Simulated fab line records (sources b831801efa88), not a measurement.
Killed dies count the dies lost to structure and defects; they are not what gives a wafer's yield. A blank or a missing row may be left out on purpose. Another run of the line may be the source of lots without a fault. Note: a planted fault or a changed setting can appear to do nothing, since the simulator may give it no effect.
fab line records | flow gf180mcu
record: lots: 6 | wafers: 18 | last_day: 33
route steps=602 shown MIM@524 M5@526
lots that met no fault: from a run of the same line without faults
start_h: hours from the record's opening day to when the first of the lot's shown wafers began | wait_h: hours elapsed since this lot's preceding step | " identical to the entry in the row above | L1.1+2: a row that stands for several wafers | - no value, or no start was given | * or withheld: withheld | < > ~ a bound
route shown NAME@n: NAME is a module with steps in the file, n the number in the route of the first one | usual: mean/standard deviation taken from wafers without a fault | same: alike in all rows | chamber/n: place in a boat | sites: per-site readings | _std_site: how widely they spread, as a standard deviation | _edge_site: inner sites' mean taken away from outer sites' mean | radius_mm: for every site, how far away it sits from the centre of the wafer | mask NAME#n: copy n | behind: the last tool/chamber to shape the wafer | hold: reason for holding the lot/hours on hold/outcome of the hold | device: the transistor (n, p or np) that didn't switch | end of line: the same wafers' tests at the end of the route | step lacking rows: just its recipe | killed: at the first sort, the dies lost to defects and structure; wafer yield is something else | map: per-die view of a wafer (x killed, . not killed, _ where there is no die)
set.NAME: the run value of the setting; set.NAME@STEP: its run value at that earlier step | model.NAME: the simulator's own value behind a step, which no gauge read
lots at some steps of the route; a table a step, a row a wafer
services: the hour from which a tool's chamber was out of use, counted from the record's first day as start_h (under 0 if before that day), plus the number of hours and why
== steps ==
step: GF_MIM_STRIP_21
recipe: chemistry: post_etch_residue_remover | time_s: 1200 | temp_c: 72.5
step: GF_MIM_CLEAN_22
recipe: chemistry: DIW | dry: n2_spin
step: GF_M5_DEHYDRATE_00
recipe: temp_c: 200 | time_s: 60
step: GF_M5_HMDS_01
recipe: prime_time_s: 60 | prime_temp_c: 120
step: GF_M5_COAT_02
recipe: resist: KrF | spin_rpm: withheld | resist_thk_nm: 1000
step: GF_M5_SOFTBAKE_03
recipe: temp_c: 130 | time_s: 60 | resist: KrF
step: GF_M5_EXPOSE_04
recipe: mask_id: Metal5 | target_cd_nm: 280 | na: 0.68 | source_shape: conventional | sigma_outer: 0.6 | dose_mj: 28.18
step: GF_M5_PEB_05
recipe: peb_temp_c: 135 | peb_time_s: 90 | resist: KrF
step: GF_M5_DEVELOP_06
recipe: develop_time_s: 60 | dev_temp_c: 21
step: GF_M5_CD_MEAS_07
recipe: target_cd_nm: 280
usual: cd_nm: 279.8/1.2
lot.wafer | tool      | chamber | start_h | wait_h | cd_nm
L152.1    | cd_sem-01 | -       | 593.15  | 0.1    | 279.8
L152.4    | "         | -       | "       | "      | 279.4
L152.6    | "         | -       | "       | "      | 278.0
L158.3    | cd_sem-01 | -       | 658.52  | 0.1    | 279.0
L158.4    | "         | -       | "       | "      | 277.5
L158.5    | "         | -       | "       | "      | 277.8
L159.3    | cd_sem-02 | -       | 660.39  | 0.1    | 280.2
L159.5    | "         | -       | "       | "      | 280.1
L159.6    | "         | -       | "       | "      | 278.7
L160.3    | cd_sem-01 | -       | 678.69  | 0.1    | 278.2
L160.5    | "         | -       | "       | "      | 279.1
L160.6    | "         | -       | "       | "      | 278.3
L167.2    | cd_sem-02 | -       | 724.07  | 0.1    | 279.3
L167.5    | "         | -       | "       | "      | 279.8
L167.6    | "         | -       | "       | "      | 278.3
L173.2    | cd_sem-02 | -       | 746.62  | 0.1    | 279.0
L173.4    | "         | -       | "       | "      | 281.3
L173.5    | "         | -       | "       | "      | 281.3
step: GF_M5_OVL_MEAS_08
usual: M5_OVL: -3/6
lot.wafer | tool       | chamber | start_h | wait_h | M5_OVL[nm]
L152.1    | overlay-02 | -       | 593.27  | 0.1    | -5
L152.4    | "          | -       | "       | "      | 0
L152.6    | "          | -       | "       | "      | -7
L158.3    | overlay-01 | -       | 658.62  | 0.1    | 1
L158.4    | "          | -       | "       | "      | -4
L158.5    | "          | -       | "       | "      | 4
L159.3    | overlay-02 | -       | 660.48  | 0.1    | -7
L159.5    | "          | -       | "       | "      | -1
L159.6    | "          | -       | "       | "      | 4
L160.3    | overlay-02 | -       | 678.78  | 0.1    | -6
L160.5    | "          | -       | "       | "      | -10
L160.6    | "          | -       | "       | "      | -14
L167.2    | overlay-01 | -       | 724.17  | 0.1    | 5
L167.5    | "          | -       | "       | "      | 3
L167.6    | "          | -       | "       | "      | 2
L173.2    | overlay-02 | -       | 746.72  | 0.1    | -6
L173.4    | "          | -       | "       | "      | -16
L173.5    | "          | -       | "       | "      | -9
step: GF_M5_ETCH_09
recipe: chemistry: CF4/O2 | target: Si3N4 | target_depth_nm: 52 | source_w: 800 | bias_w: 150 | pressure_mtorr: 150 | cf4_flow_sccm: 80 | O2_flow_sccm: 10 | time_s: 11.6
usual: drypump_motor_current_A: 5.7/0.35 | oes_product_au: 0.996/0.0085 | throttle_valve_pct: 5.968/0.011
lot.wafer | tool        | chamber | start_h | wait_h | drypump_motor_current_A | oes_product_au | rf_hours_counter_h | throttle_valve_pct
L152.1    | rie_diel-03 | 1       | 593.30  | 0.0    | 5.9                     | 1.004          | 2                  | 5.978
L152.4    | "           | 3       | "       | "      | 6.0                     | 1.003          | 12                 | 5.976
L152.6    | "           | 0       | "       | "      | 5.4                     | 1.002          | -                  | 5.973
L158.3    | rie_diel-04 | 3       | 658.64  | 0.0    | 6.2                     | 0.992          | 5                  | 5.954
L158.4    | "           | 0       | "       | "      | 6.0                     | 0.980          | 13                 | 5.973
L158.5    | "           | 3       | "       | "      | 6.1                     | 0.997          | -                  | 5.962
L159.3    | rie_diel-02 | 2       | 660.50  | 0.0    | 5.6                     | 1.010          | 16                 | 5.961
L159.5    | "           | 2       | "       | "      | 5.6                     | 1.012          | -                  | 5.971
L159.6    | "           | 1       | "       | "      | 6.1                     | 0.984          | -                  | 5.979
L160.3    | rie_diel-03 | 0       | 678.80  | 0.0    | 5.4                     | 1.001          | 11                 | 5.965
L160.5    | "           | 2       | "       | "      | 5.2                     | 1.001          | -                  | 5.972
L160.6    | "           | 3       | "       | "      | 6.0                     | 0.995          | -                  | 5.962
L167.2    | rie_diel-04 | 2       | 724.20  | 0.0    | 5.6                     | 0.987          | 12                 | 5.957
L167.5    | "           | 2       | "       | "      | 5.6                     | 0.995          | -                  | 5.962
L167.6    | "           | 3       | "       | "      | 6.2                     | 0.993          | -                  | 5.971
L173.2    | rie_diel-04 | 0       | 746.75  | 0.0    | 6.0                     | 0.992          | 16                 | 5.960
L173.4    | "           | 1       | "       | "      | 5.6                     | 0.997          | 50                 | 5.960
L173.5    | "           | 3       | "       | "      | 6.1                     | 0.997          | -                  | 5.969
step: GF_M5_METAL_ETCH_10
recipe: chemistry: Cl2/BCl3 | mask_material: KrF | target_depth_nm: 750.8 | stop_on: SiO2 | pressure_mtorr: 8 | icp_w: 800 | bias_w: 140 | Cl2_flow_sccm: 80 | bcl3_flow_sccm: 40 | time_s: 125.1
usual: drypump_motor_current_A: 5.81/0.22 | oes_product_au: 0.990/0.0069 | throttle_valve_pct: 28.230/0.0096
lot.wafer | tool         | chamber | start_h | wait_h | drypump_motor_current_A | oes_product_au | rf_hours_counter_h | throttle_valve_pct | model.KrF_of_M5_COAT_02.thk_nm
L152.1    | rie_metal-01 | 1       | 593.33  | 0.0    | 5.46                    | 0.989          | 5                  | 28.228             | 649.7
L152.4    | "            | 1       | "       | "      | 5.44                    | 0.983          | -                  | 28.240             | 655.4
L152.6    | "            | 0       | "       | "      | 5.83                    | 0.994          | -                  | 28.235             | 643.4
L158.3    | rie_metal-04 | 1       | 658.71  | 0.1    | 5.90                    | 0.980          | -                  | 28.230             | 654.2
L158.4    | "            | 0       | "       | "      | 5.61                    | 0.803          | -                  | 28.430             | 741.4
L158.5    | "            | 0       | "       | "      | 5.61                    | 0.815          | -                  | 28.427             | 740.1
L159.3    | rie_metal-01 | 0       | 660.57  | 0.1    | 5.84                    | 0.999          | -                  | 28.217             | 644.7
L159.5    | "            | 0       | "       | "      | 5.81                    | 0.989          | -                  | 28.234             | 650.2
L159.6    | "            | 1       | "       | "      | 5.46                    | 0.989          | -                  | 28.233             | 648.3
L160.3    | rie_metal-04 | 0       | 678.87  | 0.1    | 5.64                    | 0.803          | -                  | 28.415             | 740.6
L160.5    | "            | 1       | "       | "      | 5.89                    | 0.991          | -                  | 28.230             | 647.8
L160.6    | "            | 0       | "       | "      | 5.64                    | 0.802          | -                  | 28.440             | 737.5
L167.2    | rie_metal-02 | 1       | 724.23  | 0.0    | 5.97                    | 0.989          | 8                  | 28.237             | 654
L167.5    | "            | 1       | "       | "      | 5.98                    | 0.994          | -                  | 28.240             | 651.4
L167.6    | "            | 0       | "       | "      | 6.15                    | 0.997          | -                  | 28.226             | 641.3
L173.2    | rie_metal-04 | 1       | 746.78  | 0.0    | 5.87                    | 0.998          | 9                  | 28.251             | 654.5
L173.4    | "            | 1       | "       | "      | 5.86                    | 0.979          | -                  | 28.230             | 654.1
L173.5    | "            | 0       | "       | "      | 5.62                    | 0.997          | -                  | 28.217             | 642.3
step: GF_M5_STRIP_11
recipe: chemistry: O2/N2 | power_w: 1400 | pressure_mtorr: 1500 | platen_temp_c: 250 | o2_flow_sccm: 3000 | n2_flow_sccm: 300 | overash_fraction: 0.5
usual: drypump_motor_current_A: 5.55/0.26 | heater_power_w: 335/17 | oes_product_au: 0.522/0.005 | strip_time_to_endpoint_s: 7.02/0.052
lot.wafer | tool            | chamber | start_h | wait_h | drypump_motor_current_A | heater_power_w | oes_product_au | rf_hours_counter_h | strip_time_to_endpoint_s
L152.1    | plasma_asher-02 | 0       | 593.46  | 0.1    | 5.97                    | 324            | 0.523          | 46                 | 7.02
L152.4    | "               | 1       | "       | "      | 5.57                    | 341            | 0.531          | -                  | 7.10
L152.6    | "               | 0       | "       | "      | 5.97                    | 329            | 0.514          | -                  | 6.98
L158.3    | plasma_asher-01 | 0       | 658.83  | 0.1    | 5.24                    | 335            | 0.525          | -                  | 7.08
L158.4    | "               | 1       | "       | "      | 5.31                    | 321            | 0.557          | -                  | 7.93
L158.5    | "               | 0       | "       | "      | 5.24                    | 345            | 0.560          | -                  | 7.91
L159.3    | plasma_asher-01 | 0       | 660.69  | 0.1    | 5.27                    | 337            | 0.513          | -                  | 6.99
L159.5    | "               | 0       | "       | "      | 5.28                    | 335            | 0.519          | -                  | 7.04
L159.6    | "               | 1       | "       | "      | 5.37                    | 316            | 0.519          | -                  | 7.02
L160.3    | plasma_asher-03 | 1       | 678.99  | 0.1    | 5.56                    | 366            | 0.564          | -                  | 7.93
L160.5    | "               | 0       | "       | "      | 5.75                    | 360            | 0.512          | -                  | 7.01
L160.6    | "               | 1       | "       | "      | 5.58                    | 374            | 0.555          | -                  | 7.90
L167.2    | plasma_asher-03 | 0       | 724.36  | 0.1    | 5.75                    | 363            | 0.528          | 109                | 7.09
L167.5    | "               | 0       | "       | "      | 5.75                    | 357            | 0.516          | -                  | 7.07
L167.6    | "               | 1       | "       | "      | 5.59                    | 370            | 0.522          | -                  | 6.96
L173.2    | plasma_asher-01 | 1       | 746.91  | 0.1    | 5.35                    | 316            | 0.522          | 35                 | 7.09
L173.4    | "               | 0       | "       | "      | 5.24                    | 334            | 0.520          | -                  | 7.07
L173.5    | "               | 0       | "       | "      | 5.26                    | 340            | 0.519          | -                  | 6.96
step: GF_M5_STRIP_12
recipe: chemistry: post_etch_residue_remover | time_s: 1200 | temp_c: 72.5
== services ==
tool            | chamber | start_h | hours | kind
plasma_asher-02 | -       | 573.44  | 0.7   | repair
rie_diel-02     | 3       | 583.94  | 7.8   | repair
rie_diel-03     | 2       | 606.00  | -     | clean
rie_diel-03     | 2       | 606.00  | 13.0  | scheduled_down
rie_diel-03     | 2       | 606.00  | 13.0  | vent_cycle
rie_diel-04     | 1       | 609.89  | 12.5  | repair
rie_diel-02     | 1       | 616.00  | 30.3  | repair
plasma_asher-03 | -       | 626.19  | 3.2   | repair
rie_metal-01    | -       | 673.81  | 2.5   | repair
rie_diel-02     | 0       | 676.26  | 1.4   | repair
rie_metal-04    | 0       | 681.07  | -     | clean
rie_metal-04    | 0       | 681.07  | 21.2  | scheduled_down
rie_metal-04    | 0       | 681.07  | 21.2  | vent_cycle
rie_diel-02     | 2       | 682.21  | 1.9   | repair
rie_diel-04     | 0       | 695.60  | 5.2   | repair
rie_diel-03     | 0       | 731.34  | 2.1   | repair
plasma_asher-03 | -       | 733.75  | 9.0   | pm
plasma_asher-03 | 0       | 733.75  | 9.0   | vent_cycle
plasma_asher-03 | 1       | 733.75  | 9.0   | vent_cycle
plasma_asher-03 | 0       | 742.75  | -     | clean
plasma_asher-03 | 1       | 742.75  | -     | clean
== key ==
first_sign: step: GF_M5_METAL_ETCH_10 | reading: oes_product_au | direction: down | sigmas: 27 | usual: 0.990 | struck: 0.806
effect: step: GF_M5_METAL_ETCH_10 | reading: throttle_valve_pct | direction: up | sigmas: 21 | usual: 28.230 | struck: 28.428
effect: step: GF_M5_STRIP_11 | reading: strip_time_to_endpoint_s | direction: up | sigmas: 17 | usual: * | struck: *
model_effect: step: GF_M5_METAL_ETCH_10 | value: KrF_of_M5_COAT_02.thk_nm | without: 652.4 | struck: 739.9
met_at GF_M5_METAL_ETCH_10
struck_wafers L158.4,L158.5,L160.3,L160.6
later_rows_left_out L158.4,L158.5,L160.3,L160.6
sort_left_out L158.4,L158.5,L160.3,L160.6
fault: kind: process_parameter_drift | tool: rie_metal-04 | chamber: 0 | onset_h: 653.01 | steps: GF_M5_METAL_ETCH_10 | channel: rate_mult | offset: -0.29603 | shape: step | end_h: 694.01
sort_left_out: the simulated sort isn't trusted on such a fault, so these wafers' sort isn't shown, and their yield isn't known
later_rows_left_out: the simulator's readings of these wafers behind a module that went badly wrong aren't trusted and aren't shown, but for the sort
